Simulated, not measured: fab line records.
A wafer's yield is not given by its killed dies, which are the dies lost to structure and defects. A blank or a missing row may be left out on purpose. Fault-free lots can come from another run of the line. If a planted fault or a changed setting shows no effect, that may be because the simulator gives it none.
The tool behind it: which one? ; flow sky130 ; Sampling: 13 lots, 37 wafers, 5 of 708 route steps

## WHAT EACH GAUGE READ, for each wafer
SKY_NWELL_OVL_MEAS_23.
lot;measured;on;NWELL_01_OVL (nm)
L847;day 5 10:15;overlay-02;-0.3 -1.0 1.0
L848;day 5 12:38;overlay-02;1.9 1.3 1.5
L850;day 6 00:47;overlay-02;2.0 1.2 1.4
L852;day 6 14:28;overlay-02;-2.5 -0.2 -1.5
L853;day 6 19:19;overlay-02;-0.7 0.3 0.6
L854;day 7 02:38;overlay-01;1.8 1.7 0.0
L855;day 7 04:43;overlay-01;-0.7 0.4 0.3
L856;day 7 11:11;overlay-02;0.4 -0.2 -0.9
L862;day 9 02:51;overlay-01;-1.8 -1.0
L863;day 10 03:52;overlay-01;0.8 -1.7
L866;day 10 08:55;overlay-01;0.4 1.0 2.2
L868;day 10 19:40;overlay-02;-0.5 -1.2 -1.1
L870;day 11 10:29;overlay-01;1.4 1.5 2.7

SKY_VT_ADJUST_HVTP_OVL_MEAS_08.
lot;measured;on;VT_ADJUST_HVTP_OVL (nm)
L847;day 6 05:01;overlay-01;-2.1 -1.8 -2.3
L848;day 6 07:10;overlay-01;0.9 0.1 0.5
L850;day 6 18:52;overlay-01;0.1 -2.2 -0.4
L852;day 7 09:35;overlay-02;0.9 -0.8 0.7
L853;day 7 15:25;overlay-01;2.7 1.2 1.8
L854;day 7 23:19;overlay-01;0.6 -0.6 2.0
L855;day 8 00:37;overlay-02;0.5 0.2 -0.6
L856;day 8 07:59;overlay-02;-0.9 -0.1 -1.3
L862;day 10 02:04;overlay-02;0.1 -1.7
L863;day 11 04:11;overlay-02;-2.5 -2.0
L866;day 11 08:50;overlay-02;-2.6 -2.9 -2.6
L868;day 11 20:27;overlay-02;-2.1 -1.5 -1.3
L870;day 12 10:53;overlay-01;1.7 3.0 2.1

SKY_VT_ADJUST_LVTN_TW_MEAS_10.
lot;measured;on;VT_ADJUST_LVTN_TW
L847;day 6 22:26;film metro-03;239.2 238.7 241.0
L848;day 7 01:08;film metro-02;239.4 240.4 239.7
L850;day 7 14:35;film metro-04;241.9 242.7 242.1
L852;day 8 06:13;film metro-02;239.5 238.5 239.8
L853;day 8 11:48;film metro-02;239.3 239.6 239.8
L854;day 8 20:32;film metro-03;238.9 239.5 239.2
L855;day 8 21:33;film metro-02;239.3 238.3 239.3
L856;day 9 04:56;film metro-04;242.3 240.9 241.2
L862;day 11 01:30;film metro-02;239.2 225.5 238.4 225.4
L863;day 12 03:43;film metro-03;239.9 224.5 241.4 224.7
L866;day 12 08:45;film metro-02;239.3 239.7 240.1
L868;day 12 20:59;film metro-03;238.2 240.1 237.6
L870;day 13 12:58;film metro-04;241.4 241.3 240.3

## TOOL THAT RAN EACH LOT (tool first, then ch and the chambers of the sampled wafers, then the start)
lot;SKY_NWELL_STRIP_14;SKY_VT_ADJUST_LVTN_IMPLANT_08
L847;plasma asher-02 ch 0,1, day 4 16:56;implanter-03 ch 0, day 6 22:11
L848;plasma asher-02 ch 0,1, day 4 18:50;implanter-02 ch 0, day 7 00:53
L850;plasma asher-01 ch 0,1, day 5 06:49;implanter-03 ch 0, day 7 14:20
L852;plasma asher-01 ch 0,1, day 5 21:34;implanter-03 ch 0, day 8 05:59
L853;plasma asher-01 ch 0,1, day 6 01:29;implanter-02 ch 0, day 8 11:34
L854;plasma asher-02 ch 0,1, day 6 08:28;implanter-02 ch 0, day 8 20:17
L855;plasma asher-02 ch 0, day 6 10:26;implanter-02 ch 0, day 8 21:19
L856;plasma asher-03 ch 0,1, day 6 16:35;implanter-03 ch 0, day 9 04:43
L862;plasma asher-01 ch 0,1, day 8 06:21;implanter-02 ch 0, day 11 01:17
L863;plasma asher-02 ch 0, day 9 05:44;implanter-02 ch 0, day 12 03:31
L866;plasma asher-03 ch 0,1, day 9 11:14;implanter-03 ch 0, day 12 08:31
L868;plasma asher-03 ch 0,1, day 9 20:41;implanter-04 ch 0, day 12 20:44
L870;plasma asher-02 ch 0,1, day 10 12:01;implanter-04 ch 0, day 13 12:44
- SKY_NWELL_STRIP_14: strips in O2/N2.
- SKY_VT_ADJUST_LVTN_IMPLANT_08

## WHAT THE TOOLS THEMSELVES READ (means of the sampled wafers that have a number; where no wafer has one, the mark that the record gives instead)
SKY_NWELL_STRIP_14.
lot;tool;drypump motor current A (A);oes product au (a.u.);strip time to endpoint s (s)
L847;plasma asher-02;5.50;0.723;37.12
L848;plasma asher-02;5.49;0.721;36.72
L850;plasma asher-01;5.38;0.721;36.79
L852;plasma asher-01;5.37;0.723;36.86
L853;plasma asher-01;5.41;0.723;36.85
L854;plasma asher-02;5.48;0.719;37.01
L855;plasma asher-02;5.47;0.721;36.86
L856;plasma asher-03;5.77;0.729;36.81
L862;plasma asher-01;5.34;0.725;36.92
L863;plasma asher-02;5.50;0.722;36.83
L866;plasma asher-03;5.60;0.719;36.89
L868;plasma asher-03;5.79;0.720;36.72
L870;plasma asher-02;5.48;0.723;36.80

SKY_VT_ADJUST_LVTN_IMPLANT_08.
lot;tool;faraday current uA
L847;implanter-03;8.91
L848;implanter-02;8.83
L850;implanter-03;8.65
L852;implanter-03;8.70
L853;implanter-02;9.00
L854;implanter-02;8.91
L855;implanter-02;9.06
L856;implanter-03;8.93
L862;implanter-02;8.93
L863;implanter-02;8.89
L866;implanter-03;8.87
L868;implanter-04;8.94
L870;implanter-04;8.94

## THE ANSWER, worked out from the rows above alone
Rule: the usual values come from the lots themselves. The widest of any qualifying gaps counts: lots, ordered by their means at a reading, are off when they make up no more than a third of the lots, leave a main group of 4 or more, and stand apart from it by 3 or more times the standard deviation of that group's means. If all means in a main group match to the digits the tables above print for the reading, that group is not used. Also off: a lot with no number at a reading for which 4 or more lots have one. The other lots that the step has rows for count as sound. After the gauges, taken in route order, come the tools' own readings; for these a lot's mean is taken, as printed above. At the first step where some lot is off, the reading lying furthest off is the one used; lots without a number count as furthest.
Off: L862, L863, at SKY_VT_ADJUST_LVTN_TW_MEAS_10 (VT_ADJUST_LVTN_TW). Main group: mean 240.0, sd 1.1.
A tool fits if, at a process step before that reading, it ran every lot that is off, and no sound lot after the first of them. Gauges at SKY_VT_ADJUST_LVTN_TW_MEAS_10: tried the same way as those tools. One candidate fits, namely implanter-02 at SKY_VT_ADJUST_LVTN_IMPLANT_08. Its last sound lot is L855 (day 8 21:19), its first lot that is off L862 (day 11 01:17): a fault that began between those two fits.

## WHAT HAD BEEN PUT IN BY THE SIMULATOR
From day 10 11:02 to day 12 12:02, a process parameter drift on implanter-02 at SKY_VT_ADJUST_LVTN_IMPLANT_08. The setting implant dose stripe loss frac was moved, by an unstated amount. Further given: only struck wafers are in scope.
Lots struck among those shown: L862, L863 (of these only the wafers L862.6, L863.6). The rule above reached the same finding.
